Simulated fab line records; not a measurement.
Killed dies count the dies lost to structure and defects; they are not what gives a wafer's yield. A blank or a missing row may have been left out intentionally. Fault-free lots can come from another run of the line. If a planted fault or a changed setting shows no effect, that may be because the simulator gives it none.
Comparing a struck lot with a sound one	flow sky130	16 out of 708 route steps
Sound: these wafers, L179.1, L179.4, L179.6. The struck wafers were L173.1, L173.2, L173.5. The cause comes at the end.
Per side, at each step with rows, come the tool, then ch with its chambers, and then its first start. Under that, the readings that differ: sound wafers	struck wafers	difference of the means	sigmas: that difference in standard deviations of wafers without a fault.
alike: readings with means less than 2 such deviations apart, plus words and numbers identical on both sides. not compared: withheld readings, readings lacking a value on some wafer, bounds such as >300 that could conceal the same value, and numbers that have no deviation in the record and whose values overlap.
A row with sigmas, a row that says differs or no value, or rows on one side alone: a step with any of these is where the two part. Non-overlapping numbers with no deviation appear without sigmas and do not part them. Lack of a reading on every wafer of one side parts them only where that side has two or more wafers.

first, 5 steps without rows for these wafers: SKY_POLY_GATE_COAT_08 (resist thk 450 nm); SKY_POLY_GATE_SOFTBAKE_09 (time 90 s); SKY_POLY_GATE_EXPOSE_10 (exposes mask P1M, target cd 150 nm); SKY_POLY_GATE_PEB_11; SKY_POLY_GATE_DEVELOP_12 (develop time 60 s).
SKY_POLY_GATE_CD_MEAS_13: the cd target is 150 nm.
  sound: cdSem-01 at day 23 17:19; struck: cdSem-02 at day 21 11:40
  alike: cdNm
SKY_POLY_GATE_OVL_MEAS_14:
  sound: overlay-02 at day 23 17:26; struck: overlay-01 at day 21 11:47
  alike: POLY_GATE_OVL
SKY_POLY_GATE_ETCH_15: etches BARC in N2/H2, stops on SiO2, time 118.5 s, target depth 110 nm.
  sound on rieDiel-03 ch 2,3, day 23 17:28; struck on rieDiel-03 ch 2,3, day 21 11:49
  alike: biasW, drypumpMotorCurrentA, h2FlowSccm, oesProductAu, throttleValvePct
  not compared: rfHoursCounterH
SKY_POLY_GATE_ETCH_16: etches Si3N4 in CH3F/O2, stops on poly-Si, time 147.5 s, target depth 75 nm.
  sound on rieDiel-03 ch 2,3, day 23 17:33; struck on rieDiel-03 ch 2,3, day 21 11:54
  alike: biasW, ch3fFlowSccm, drypumpMotorCurrentA, oesProductAu, throttleValvePct
  not compared: rfHoursCounterH
SKY_POLY_GATE_ETCH_17: etches poly-Si in HBr/Cl2, stops on SiO2, target depth 180 nm, time 70.5 s.
  sound on rieSi-02 ch 0,1,2, day 23 17:39; struck on rieSi-02 ch 0,1, day 21 11:59
  alike: biasW, drypumpMotorCurrentA, oesProductAu, throttleValvePct
  not compared: rfHoursCounterH
SKY_POLY_GATE_STRIP_18: strips in O2/N2.
  sound on plasmaAsher-01 ch 1, day 23 17:43; struck on plasmaAsher-01 ch 0,1, day 21 12:03
reading	sound	struck	difference	sigmas
stripTimeToEndpointS (s)	3.23 3.18 3.22	3.12 3.16 3.12	-0.08	-2
  alike: drypumpMotorCurrentA, oesProductAu
  not compared: rfHoursCounterH
then, 1 step without rows for these wafers: SKY_POLY_GATE_CLEAN_19 (cleans in SC1/SC2, time 150 s).
SKY_POLY_GATE_OXIDATION_20: stabilise 600 s, purge 300 s, target thk 4 nm.
  sound on furnace-02 ch 0, day 23 17:52; struck on furnace-01 ch 0, day 21 12:12
reading	sound	struck	difference	sigmas
spikeTcBottomC (C)	868.4 869.7 868.5	910.0 910.7 908.8	+41.0	+27
spikeTcCentreC (C)	850.0 850.9 850.2	889.4 888.4 889.1	+38.6	+39
spikeTcLowerC (C)	852.1 851.4 851.6	889.1 887.6 890.1	+37.2	+37
spikeTcTopC (C)	868.5 867.7 865.0	902.9 901.6 902.0	+35.1	+27
spikeTcUpperC (C)	851.1 850.1 850.2	889.7 887.0 888.2	+37.8	+38
zonePowerLowerPct (%)	16.23 16.01 15.96	17.98 17.73 18.07	+1.86	+9
zonePowerTopPct (%)	26.3 26.4 26.7	29.0 29.4 29.0	+2.7	+5
zonePowerUpperPct (%)	15.89 15.88 16.13	17.17 17.05 17.28	+1.20	+8
model.SiO2_of_POLY_GATE_OXIDATION_20.thkNm (nm)	4.068 4.011 4.046	6.364 6.342 6.385	+2.322	
  alike: tube_center_temp_C_max
SKY_POLY_GATE_THK_MEAS_21:
  sound: filmMetro-02 at day 23 19:07; struck: filmMetro-04 at day 21 13:27
reading	sound	struck	difference	sigmas
POLY_GATE_OXIDATION_THK (nm)	4.04 4.04 4.07	6.39 6.36 6.37	+2.32	+29
SKY_POLY_GATE_CD_MEAS_22:
  sound: cdSem-02 at day 23 19:10; struck: cdSem-01 at day 21 13:31
  alike: cdNm
-- the record jumps here: 27 days lie between the struck wafers' starts before and after (it left off in module POLY_GATE and takes up again in module PAD_OPEN, whose first step shown is number 708 of the route) --
SKY_PAD_OPEN_PROBE_99:
  sound: prober-01 at day 50 04:56; struck: prober-01 at day 48 22:30
reading	sound	struck	difference	sigmas
model.etest.tipSonos.rsOhmSq	2609 2642 2635	3182 3205 3145	+549	
model.etest.tipP.rsOhmSq	7022 7038 7011	7382 7378 7360	+350	
model.etest.pfet_01v8.rOnOhmUm	2963 2930 2998	3042 3057 3099	+102	
model.etest.resPdiff.lineOhmUm	1398 1361 1369	1429 1434 1440	+58	
model.etest.tipN.rsOhmSq	446.8 443.4 450.7	490.3 492.7 488.9	+43.7	
model.etest.resNdiff.lineOhmUm	768.8 755.2 760.9	782.8 797 781.3	+25.4	
  alike: killed_at_M0_to_M3, killed_at_M4_up, killedAtContacts, killedAtFrontEnd, killedAtOther, killedDies, killedOpen, killedShort
  not compared: model.etest.nfet_01v8.rOnOhmUm, model.etest.sonosUncharged.rOnOhmUm

## WHERE THEY PART
Last at SKY_POLY_GATE_THK_MEAS_21 as far as this record goes, first at SKY_POLY_GATE_STRIP_18. Later steps at which nothing parts them and some readings are alike: SKY_POLY_GATE_CD_MEAS_22, SKY_PAD_OPEN_PROBE_99.

WHY: the cause the simulator had injected
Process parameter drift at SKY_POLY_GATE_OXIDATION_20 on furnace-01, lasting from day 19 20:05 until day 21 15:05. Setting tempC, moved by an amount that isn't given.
